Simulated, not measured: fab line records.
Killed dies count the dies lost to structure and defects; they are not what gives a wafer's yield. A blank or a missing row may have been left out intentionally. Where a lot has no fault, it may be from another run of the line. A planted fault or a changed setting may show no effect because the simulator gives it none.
Which of the tools did it? / flow sky130 / 24 lots, 72 wafers sampled, at 5 steps of a route of 708

WHAT EACH GAUGE READ, for each wafer
SKY_NWELL_OVL_MEAS_10.
lot=L074; measured=day 4 19:17; on=overlay-01; NWELL_00_OVL (nm)=-1.0 -0.8 -0.5
lot=L075; measured=day 5 01:08; on=overlay-02; NWELL_00_OVL (nm)=0.0 -0.3 -1.1
lot=L076; measured=day 5 03:07; on=overlay-02; NWELL_00_OVL (nm)=-1.3 -1.1 -2.0
lot=L077; measured=day 5 06:49; on=overlay-02; NWELL_00_OVL (nm)=0.3 1.1 0.2
lot=L078; measured=day 5 17:28; on=overlay-02; NWELL_00_OVL (nm)=-0.1 -2.5 -1.4
lot=L079; measured=day 5 21:02; on=overlay-01; NWELL_00_OVL (nm)=-0.7 -0.5 -1.2
lot=L080; measured=day 6 00:41; on=overlay-01; NWELL_00_OVL (nm)=0.2 0.8 0.0
lot=L081; measured=day 6 05:08; on=overlay-02; NWELL_00_OVL (nm)=1.7 0.8 0.8
lot=L082; measured=day 6 08:10; on=overlay-02; NWELL_00_OVL (nm)=-1.6 -1.1 -1.5
lot=L083; measured=day 6 17:40; on=overlay-02; NWELL_00_OVL (nm)=2.1 1.5 -0.1
lot=L084; measured=day 6 23:25; on=overlay-02; NWELL_00_OVL (nm)=-1.6 0.7 -0.4
lot=L085; measured=day 7 04:56; on=overlay-01; NWELL_00_OVL (nm)=0.8 0.1 0.3
lot=L086; measured=day 7 10:58; on=overlay-01; NWELL_00_OVL (nm)=-0.6 -0.4 -0.6
lot=L087; measured=day 7 18:14; on=overlay-02; NWELL_00_OVL (nm)=-1.6 -0.6 -2.6
lot=L088; measured=day 7 23:17; on=overlay-01; NWELL_00_OVL (nm)=-1.0 -1.6 -2.2
lot=L089; measured=day 8 03:17; on=overlay-02; NWELL_00_OVL (nm)=-0.8 0.5 -0.9
lot=L090; measured=day 8 11:16; on=overlay-01; NWELL_00_OVL (nm)=-4.5 -2.9 -2.2
lot=L091; measured=day 8 15:13; on=overlay-01; NWELL_00_OVL (nm)=0.7 1.5 0.9
lot=L092; measured=day 8 23:16; on=overlay-01; NWELL_00_OVL (nm)=-0.3 -1.6 -1.5
lot=L093; measured=day 9 03:13; on=overlay-01; NWELL_00_OVL (nm)=0.5 -0.4 -0.8
lot=L094; measured=day 9 11:28; on=overlay-01; NWELL_00_OVL (nm)=0.3 0.2 0.4
lot=L095; measured=day 9 16:41; on=overlay-01; NWELL_00_OVL (nm)=-1.7 -0.7 0.3
lot=L096; measured=day 9 18:29; on=overlay-01; NWELL_00_OVL (nm)=1.2 1.2 1.3
lot=L097; measured=day 9 23:58; on=overlay-01; NWELL_00_OVL (nm)=-3.3 -2.4 -1.4

SKY_SONOS_TUNNEL_OVL_MEAS_08.
lot=L074; measured=day 11 16:33; on=overlay-02; SONOS_TUNNEL_OVL (nm)=-2.5 -2.2 -1.7
lot=L075; measured=day 12 00:25; on=overlay-02; SONOS_TUNNEL_OVL (nm)=-1.2 -1.3 -1.1
lot=L076; measured=day 12 02:34; on=overlay-02; SONOS_TUNNEL_OVL (nm)=-3.6 -2.2 -2.5
lot=L077; measured=day 12 08:10; on=overlay-02; SONOS_TUNNEL_OVL (nm)=-1.5 0.0 -0.7
lot=L078; measured=day 12 21:25; on=overlay-02; SONOS_TUNNEL_OVL (nm)=-1.3 -2.4 -1.3
lot=L079; measured=day 13 04:47; on=overlay-02; SONOS_TUNNEL_OVL (nm)=1.3 1.5 2.1
lot=L080; measured=day 13 09:45; on=overlay-02; SONOS_TUNNEL_OVL (nm)=-1.8 -1.7 -1.9
lot=L081; measured=day 13 14:47; on=overlay-02; SONOS_TUNNEL_OVL (nm)=-3.1 -5.0 -2.5
lot=L082; measured=day 13 20:35; on=overlay-02; SONOS_TUNNEL_OVL (nm)=-1.8 -1.7 -2.0
lot=L083; measured=day 14 07:44; on=overlay-02; SONOS_TUNNEL_OVL (nm)=-2.3 -1.6 -2.4
lot=L084; measured=day 14 16:46; on=overlay-01; SONOS_TUNNEL_OVL (nm)=0.1 0.5 0.0
lot=L085; measured=day 14 23:38; on=overlay-02; SONOS_TUNNEL_OVL (nm)=-0.4 -0.6 -1.5
lot=L086; measured=day 15 08:33; on=overlay-01; SONOS_TUNNEL_OVL (nm)=0.3 -0.6 -0.6
lot=L087; measured=day 15 18:32; on=overlay-02; SONOS_TUNNEL_OVL (nm)=-1.5 -2.6 -1.3
lot=L088; measured=day 16 00:58; on=overlay-01; SONOS_TUNNEL_OVL (nm)=-1.2 -1.1 -2.0
lot=L089; measured=day 16 06:39; on=overlay-02; SONOS_TUNNEL_OVL (nm)=-1.0 -1.0 -2.1
lot=L090; measured=day 16 14:49; on=overlay-02; SONOS_TUNNEL_OVL (nm)=-1.8 -1.2 -1.5
lot=L091; measured=day 16 22:29; on=overlay-02; SONOS_TUNNEL_OVL (nm)=-1.3 -2.3 -0.1
lot=L092; measured=day 17 10:49; on=overlay-01; SONOS_TUNNEL_OVL (nm)=-0.5 -0.5 -1.0
lot=L093; measured=day 17 15:17; on=overlay-02; SONOS_TUNNEL_OVL (nm)=-0.8 -1.4 -1.0
lot=L094; measured=day 18 00:35; on=overlay-02; SONOS_TUNNEL_OVL (nm)=-1.1 -0.5 -1.2
lot=L095; measured=day 18 08:05; on=overlay-01; SONOS_TUNNEL_OVL (nm)=-1.9 -1.5 -2.9
lot=L096; measured=day 18 12:20; on=overlay-01; SONOS_TUNNEL_OVL (nm)=-2.0 -0.4 -1.3
lot=L097; measured=day 18 19:05; on=overlay-02; SONOS_TUNNEL_OVL (nm)=1.4 1.3 0.7

SKY_GATE_OXIDE_THK_MEAS_02.
lot=L074; measured=day 13 00:46; on=film-metro-02; GATE_OXIDE_OXIDATION_00_THK (nm)=10.45 10.51 10.46
lot=L075; measured=day 13 11:19; on=film-metro-01; GATE_OXIDE_OXIDATION_00_THK (nm)=10.75 10.62 10.48
lot=L076; measured=day 13 12:42; on=film-metro-04; GATE_OXIDE_OXIDATION_00_THK (nm)=10.53 10.66 10.55
lot=L077; measured=day 13 16:47; on=film-metro-02; GATE_OXIDE_OXIDATION_00_THK (nm)=10.53 10.51 10.48
lot=L078; measured=day 14 07:45; on=film-metro-01; GATE_OXIDE_OXIDATION_00_THK (nm)=10.30 10.20 10.27
lot=L079; measured=day 14 13:07; on=film-metro-01; GATE_OXIDE_OXIDATION_00_THK (nm)=10.30 10.29 10.42
lot=L080; measured=day 14 19:00; on=film-metro-02; GATE_OXIDE_OXIDATION_00_THK (nm)=10.48 10.45 10.48
lot=L081; measured=day 15 04:31; on=film-metro-01; GATE_OXIDE_OXIDATION_00_THK (nm)=10.09 10.30 10.28
lot=L082; measured=day 15 09:17; on=film-metro-04; GATE_OXIDE_OXIDATION_00_THK (nm)=10.36 10.33 10.40
lot=L083; measured=day 15 22:04; on=film-metro-02; GATE_OXIDE_OXIDATION_00_THK (nm)=10.45 10.37 10.38
lot=L084; measured=day 16 05:01; on=film-metro-04; GATE_OXIDE_OXIDATION_00_THK (nm)=10.24 10.30 10.19
lot=L085; measured=day 16 14:41; on=film-metro-01; GATE_OXIDE_OXIDATION_00_THK (nm)=10.30 10.29 10.36
lot=L086; measured=day 16 20:38; on=film-metro-02; GATE_OXIDE_OXIDATION_00_THK (nm)=10.48 10.34 10.35
lot=L087; measured=day 17 05:59; on=film-metro-01; GATE_OXIDE_OXIDATION_00_THK (nm)=10.31 10.44 10.28
lot=L088; measured=day 17 13:58; on=film-metro-01; GATE_OXIDE_OXIDATION_00_THK (nm)=10.11 10.18 10.19
lot=L089; measured=day 17 20:11; on=film-metro-02; GATE_OXIDE_OXIDATION_00_THK (nm)=10.06 10.03 9.98
lot=L090; measured=day 18 06:47; on=film-metro-02; GATE_OXIDE_OXIDATION_00_THK (nm)=9.90 10.01 9.99
lot=L091; measured=day 18 16:48; on=film-metro-04; GATE_OXIDE_OXIDATION_00_THK (nm)=10.10 9.72 10.11
lot=L092; measured=day 19 02:52; on=film-metro-04; GATE_OXIDE_OXIDATION_00_THK (nm)=10.12 10.10 10.11
lot=L093; measured=day 19 05:31; on=film-metro-04; GATE_OXIDE_OXIDATION_00_THK (nm)=10.07 10.14 10.17
lot=L094; measured=day 19 14:10; on=film-metro-01; GATE_OXIDE_OXIDATION_00_THK (nm)=9.81 9.94 9.85
lot=L095; measured=day 20 03:10; on=film-metro-04; GATE_OXIDE_OXIDATION_00_THK (nm)=10.31 10.41 10.36
lot=L096; measured=day 20 05:44; on=film-metro-01; GATE_OXIDE_OXIDATION_00_THK (nm)=10.29 10.32 10.38
lot=L097; measured=day 20 10:47; on=film-metro-02; GATE_OXIDE_OXIDATION_00_THK (nm)=9.84 9.83 9.77

WHAT TOOL EACH LOT RAN ON (gives the tool, then ch and the chambers of the sampled wafers, and finally the start)
lot=L074; SKY_VT_ADJUST_NCORE_STRIP_10=plasma-asher-02 ch 0,1, day 8 20:46; SKY_SONOS_ONO_STRIP_17=plasma-asher-02 ch 0,1, day 12 22:44
lot=L075; SKY_VT_ADJUST_NCORE_STRIP_10=plasma-asher-02 ch 0,1, day 9 04:39; SKY_SONOS_ONO_STRIP_17=plasma-asher-01 ch 0,1, day 13 09:00
lot=L076; SKY_VT_ADJUST_NCORE_STRIP_10=plasma-asher-02 ch 0,1, day 9 06:22; SKY_SONOS_ONO_STRIP_17=plasma-asher-02 ch 0,1, day 13 10:44
lot=L077; SKY_VT_ADJUST_NCORE_STRIP_10=plasma-asher-03 ch 0,1, day 9 11:07; SKY_SONOS_ONO_STRIP_17=plasma-asher-04 ch 0,1, day 13 13:13
lot=L078; SKY_VT_ADJUST_NCORE_STRIP_10=plasma-asher-03 ch 0,1, day 9 23:11; SKY_SONOS_ONO_STRIP_17=plasma-asher-02 ch 0,1, day 14 06:04
lot=L079; SKY_VT_ADJUST_NCORE_STRIP_10=plasma-asher-04 ch 0,1, day 10 04:35; SKY_SONOS_ONO_STRIP_17=plasma-asher-04 ch 0,1, day 14 11:29
lot=L080; SKY_VT_ADJUST_NCORE_STRIP_10=plasma-asher-02 ch 0,1, day 10 09:28; SKY_SONOS_ONO_STRIP_17=plasma-asher-02 ch 0,1, day 14 16:39
lot=L081; SKY_VT_ADJUST_NCORE_STRIP_10=plasma-asher-02 ch 0,1, day 10 14:14; SKY_SONOS_ONO_STRIP_17=plasma-asher-01 ch 0,1, day 15 01:49
lot=L082; SKY_VT_ADJUST_NCORE_STRIP_10=plasma-asher-02 ch 0,1, day 10 18:32; SKY_SONOS_ONO_STRIP_17=plasma-asher-01 ch 0,1, day 15 07:38
lot=L083; SKY_VT_ADJUST_NCORE_STRIP_10=plasma-asher-03 ch 0,1, day 11 05:05; SKY_SONOS_ONO_STRIP_17=plasma-asher-02 ch 0,1, day 15 18:58
lot=L084; SKY_VT_ADJUST_NCORE_STRIP_10=plasma-asher-04 ch 0,1, day 11 11:49; SKY_SONOS_ONO_STRIP_17=plasma-asher-02 ch 0,1, day 16 01:59
lot=L085; SKY_VT_ADJUST_NCORE_STRIP_10=plasma-asher-02 ch 0,1, day 11 19:07; SKY_SONOS_ONO_STRIP_17=plasma-asher-04 ch 0,1, day 16 10:32
lot=L086; SKY_VT_ADJUST_NCORE_STRIP_10=plasma-asher-04 ch 0,1, day 12 01:56; SKY_SONOS_ONO_STRIP_17=plasma-asher-04 ch 0,1, day 16 18:14
lot=L087; SKY_VT_ADJUST_NCORE_STRIP_10=plasma-asher-02 ch 0, day 12 11:31; SKY_SONOS_ONO_STRIP_17=plasma-asher-01 ch 0, day 17 03:47
lot=L088; SKY_VT_ADJUST_NCORE_STRIP_10=plasma-asher-03 ch 0,1, day 12 17:53; SKY_SONOS_ONO_STRIP_17=plasma-asher-04 ch 0,1, day 17 11:01
lot=L089; SKY_VT_ADJUST_NCORE_STRIP_10=plasma-asher-04 ch 0, day 12 23:07; SKY_SONOS_ONO_STRIP_17=plasma-asher-01 ch 0,1, day 17 17:05
lot=L090; SKY_VT_ADJUST_NCORE_STRIP_10=plasma-asher-02 ch 0,1, day 13 06:14; SKY_SONOS_ONO_STRIP_17=plasma-asher-02 ch 0,1, day 18 03:02
lot=L091; SKY_VT_ADJUST_NCORE_STRIP_10=plasma-asher-03 ch 0,1, day 13 12:22; SKY_SONOS_ONO_STRIP_17=plasma-asher-01 ch 0,1, day 18 12:35
lot=L092; SKY_VT_ADJUST_NCORE_STRIP_10=plasma-asher-03 ch 0,1, day 13 23:58; SKY_SONOS_ONO_STRIP_17=plasma-asher-04 ch 0,1, day 19 00:05
lot=L093; SKY_VT_ADJUST_NCORE_STRIP_10=plasma-asher-03 ch 0,1, day 14 02:55; SKY_SONOS_ONO_STRIP_17=plasma-asher-02 ch 0,1, day 19 03:35
lot=L094; SKY_VT_ADJUST_NCORE_STRIP_10=plasma-asher-02 ch 0,1, day 14 12:28; SKY_SONOS_ONO_STRIP_17=plasma-asher-01 ch 0,1, day 19 12:32
lot=L095; SKY_VT_ADJUST_NCORE_STRIP_10=plasma-asher-02 ch 0,1, day 14 19:17; SKY_SONOS_ONO_STRIP_17=plasma-asher-01 ch 1, day 20 00:53
lot=L096; SKY_VT_ADJUST_NCORE_STRIP_10=plasma-asher-04 ch 0,1, day 14 23:05; SKY_SONOS_ONO_STRIP_17=plasma-asher-01 ch 0,1, day 20 04:02
lot=L097; SKY_VT_ADJUST_NCORE_STRIP_10=plasma-asher-02 ch 0,1, day 15 04:16; SKY_SONOS_ONO_STRIP_17=plasma-asher-02 ch 0,1, day 20 08:50
- SKY_VT_ADJUST_NCORE_STRIP_10: strips in O2/N2.
- SKY_SONOS_ONO_STRIP_17: strips in O2/N2.

AS READ BY THE TOOLS THEMSELVES (means over the sampled wafers that have a number; for cases with no such wafer, the mark the record gives instead)
SKY_VT_ADJUST_NCORE_STRIP_10.
lot=L074; tool=plasma-asher-02; drypump-motor-current-A (A)=5.69; oes-product-au (a.u.)=0.718; strip-time-to-endpoint-s (s)=14.11
lot=L075; tool=plasma-asher-02; drypump-motor-current-A (A)=5.67; oes-product-au (a.u.)=0.715; strip-time-to-endpoint-s (s)=14.16
lot=L076; tool=plasma-asher-02; drypump-motor-current-A (A)=5.63; oes-product-au (a.u.)=0.718; strip-time-to-endpoint-s (s)=14.15
lot=L077; tool=plasma-asher-03; drypump-motor-current-A (A)=5.91; oes-product-au (a.u.)=0.717; strip-time-to-endpoint-s (s)=14.13
lot=L078; tool=plasma-asher-03; drypump-motor-current-A (A)=5.91; oes-product-au (a.u.)=0.715; strip-time-to-endpoint-s (s)=14.25
lot=L079; tool=plasma-asher-04; drypump-motor-current-A (A)=5.19; oes-product-au (a.u.)=0.714; strip-time-to-endpoint-s (s)=14.12
lot=L080; tool=plasma-asher-02; drypump-motor-current-A (A)=5.62; oes-product-au (a.u.)=0.718; strip-time-to-endpoint-s (s)=14.17
lot=L081; tool=plasma-asher-02; drypump-motor-current-A (A)=5.62; oes-product-au (a.u.)=0.720; strip-time-to-endpoint-s (s)=14.17
lot=L082; tool=plasma-asher-02; drypump-motor-current-A (A)=5.63; oes-product-au (a.u.)=0.717; strip-time-to-endpoint-s (s)=14.25
lot=L083; tool=plasma-asher-03; drypump-motor-current-A (A)=5.92; oes-product-au (a.u.)=0.715; strip-time-to-endpoint-s (s)=14.15
lot=L084; tool=plasma-asher-04; drypump-motor-current-A (A)=5.22; oes-product-au (a.u.)=0.715; strip-time-to-endpoint-s (s)=14.16
lot=L085; tool=plasma-asher-02; drypump-motor-current-A (A)=5.68; oes-product-au (a.u.)=0.717; strip-time-to-endpoint-s (s)=14.18
lot=L086; tool=plasma-asher-04; drypump-motor-current-A (A)=5.23; oes-product-au (a.u.)=0.720; strip-time-to-endpoint-s (s)=14.22
lot=L087; tool=plasma-asher-02; drypump-motor-current-A (A)=5.56; oes-product-au (a.u.)=0.716; strip-time-to-endpoint-s (s)=14.24
lot=L088; tool=plasma-asher-03; drypump-motor-current-A (A)=5.91; oes-product-au (a.u.)=0.713; strip-time-to-endpoint-s (s)=14.14
lot=L089; tool=plasma-asher-04; drypump-motor-current-A (A)=5.12; oes-product-au (a.u.)=0.712; strip-time-to-endpoint-s (s)=14.13
lot=L090; tool=plasma-asher-02; drypump-motor-current-A (A)=5.63; oes-product-au (a.u.)=0.714; strip-time-to-endpoint-s (s)=14.12
lot=L091; tool=plasma-asher-03; drypump-motor-current-A (A)=5.96; oes-product-au (a.u.)=0.720; strip-time-to-endpoint-s (s)=14.13
lot=L092; tool=plasma-asher-03; drypump-motor-current-A (A)=5.97; oes-product-au (a.u.)=0.717; strip-time-to-endpoint-s (s)=14.13
lot=L093; tool=plasma-asher-03; drypump-motor-current-A (A)=5.92; oes-product-au (a.u.)=0.713; strip-time-to-endpoint-s (s)=14.15
lot=L094; tool=plasma-asher-02; drypump-motor-current-A (A)=5.68; oes-product-au (a.u.)=0.715; strip-time-to-endpoint-s (s)=14.21
lot=L095; tool=plasma-asher-02; drypump-motor-current-A (A)=5.66; oes-product-au (a.u.)=0.717; strip-time-to-endpoint-s (s)=14.17
lot=L096; tool=plasma-asher-04; drypump-motor-current-A (A)=5.17; oes-product-au (a.u.)=0.720; strip-time-to-endpoint-s (s)=14.16
lot=L097; tool=plasma-asher-02; drypump-motor-current-A (A)=5.67; oes-product-au (a.u.)=0.715; strip-time-to-endpoint-s (s)=14.20

SKY_SONOS_ONO_STRIP_17.
lot=L074; tool=plasma-asher-02; drypump-motor-current-A (A)=5.6; oes-product-au (a.u.)=0.709; strip-time-to-endpoint-s (s)=14.15
lot=L075; tool=plasma-asher-01; drypump-motor-current-A (A)=5.2; oes-product-au (a.u.)=0.708; strip-time-to-endpoint-s (s)=14.07
lot=L076; tool=plasma-asher-02; drypump-motor-current-A (A)=5.7; oes-product-au (a.u.)=0.712; strip-time-to-endpoint-s (s)=14.05
lot=L077; tool=plasma-asher-04; drypump-motor-current-A (A)=5.2; oes-product-au (a.u.)=0.713; strip-time-to-endpoint-s (s)=14.04
lot=L078; tool=plasma-asher-02; drypump-motor-current-A (A)=5.6; oes-product-au (a.u.)=0.711; strip-time-to-endpoint-s (s)=14.09
lot=L079; tool=plasma-asher-04; drypump-motor-current-A (A)=5.2; oes-product-au (a.u.)=0.709; strip-time-to-endpoint-s (s)=14.13
lot=L080; tool=plasma-asher-02; drypump-motor-current-A (A)=5.7; oes-product-au (a.u.)=0.707; strip-time-to-endpoint-s (s)=14.11
lot=L081; tool=plasma-asher-01; drypump-motor-current-A (A)=5.0; oes-product-au (a.u.)=0.707; strip-time-to-endpoint-s (s)=14.12
lot=L082; tool=plasma-asher-01; drypump-motor-current-A (A)=5.2; oes-product-au (a.u.)=0.709; strip-time-to-endpoint-s (s)=14.14
lot=L083; tool=plasma-asher-02; drypump-motor-current-A (A)=5.7; oes-product-au (a.u.)=0.712; strip-time-to-endpoint-s (s)=14.12
lot=L084; tool=plasma-asher-02; drypump-motor-current-A (A)=5.6; oes-product-au (a.u.)=0.711; strip-time-to-endpoint-s (s)=14.06
lot=L085; tool=plasma-asher-04; drypump-motor-current-A (A)=5.1; oes-product-au (a.u.)=0.714; strip-time-to-endpoint-s (s)=14.12
lot=L086; tool=plasma-asher-04; drypump-motor-current-A (A)=5.2; oes-product-au (a.u.)=0.711; strip-time-to-endpoint-s (s)=14.07
lot=L087; tool=plasma-asher-01; drypump-motor-current-A (A)=4.8; oes-product-au (a.u.)=0.710; strip-time-to-endpoint-s (s)=14.14
lot=L088; tool=plasma-asher-04; drypump-motor-current-A (A)=5.2; oes-product-au (a.u.)=0.709; strip-time-to-endpoint-s (s)=14.11
lot=L089; tool=plasma-asher-01; drypump-motor-current-A (A)=5.2; oes-product-au (a.u.)=0.712; strip-time-to-endpoint-s (s)=14.10
lot=L090; tool=plasma-asher-02; drypump-motor-current-A (A)=5.7; oes-product-au (a.u.)=0.709; strip-time-to-endpoint-s (s)=14.11
lot=L091; tool=plasma-asher-01; drypump-motor-current-A (A)=5.0; oes-product-au (a.u.)=0.711; strip-time-to-endpoint-s (s)=14.12
lot=L092; tool=plasma-asher-04; drypump-motor-current-A (A)=5.2; oes-product-au (a.u.)=0.712; strip-time-to-endpoint-s (s)=14.12
lot=L093; tool=plasma-asher-02; drypump-motor-current-A (A)=5.6; oes-product-au (a.u.)=0.712; strip-time-to-endpoint-s (s)=14.07
lot=L094; tool=plasma-asher-01; drypump-motor-current-A (A)=5.0; oes-product-au (a.u.)=0.712; strip-time-to-endpoint-s (s)=14.11
lot=L095; tool=plasma-asher-01; drypump-motor-current-A (A)=5.4; oes-product-au (a.u.)=0.711; strip-time-to-endpoint-s (s)=14.11
lot=L096; tool=plasma-asher-01; drypump-motor-current-A (A)=5.3; oes-product-au (a.u.)=0.710; strip-time-to-endpoint-s (s)=14.13
lot=L097; tool=plasma-asher-02; drypump-motor-current-A (A)=5.7; oes-product-au (a.u.)=0.714; strip-time-to-endpoint-s (s)=14.13

THE ANSWER, worked out from the rows above alone
Rule: what is usual is taken from the lots themselves. The widest of any qualifying gaps counts: lots, ordered by their means at a reading, are off when they make up no more than a third of the lots, leave a main group of 4 or more, and stand apart from it by 3 or more times the standard deviation of that group's means. Not used: any main group whose means are identical at the precision the tables above print for the reading. A lot without any number at a reading at which 4 lots or more have one is off too. The other lots that the step has rows for count as sound. The gauges are gone through in route order, then the tools' own readings, and for those a lot's mean is taken as printed above. At the first step where some lot is off, the reading lying furthest off is the one used; lots without a number count as furthest.
Across all readings shown, no lot is off: no conclusion can be drawn from this.

WHAT THE SIMULATOR HAD PUT IN
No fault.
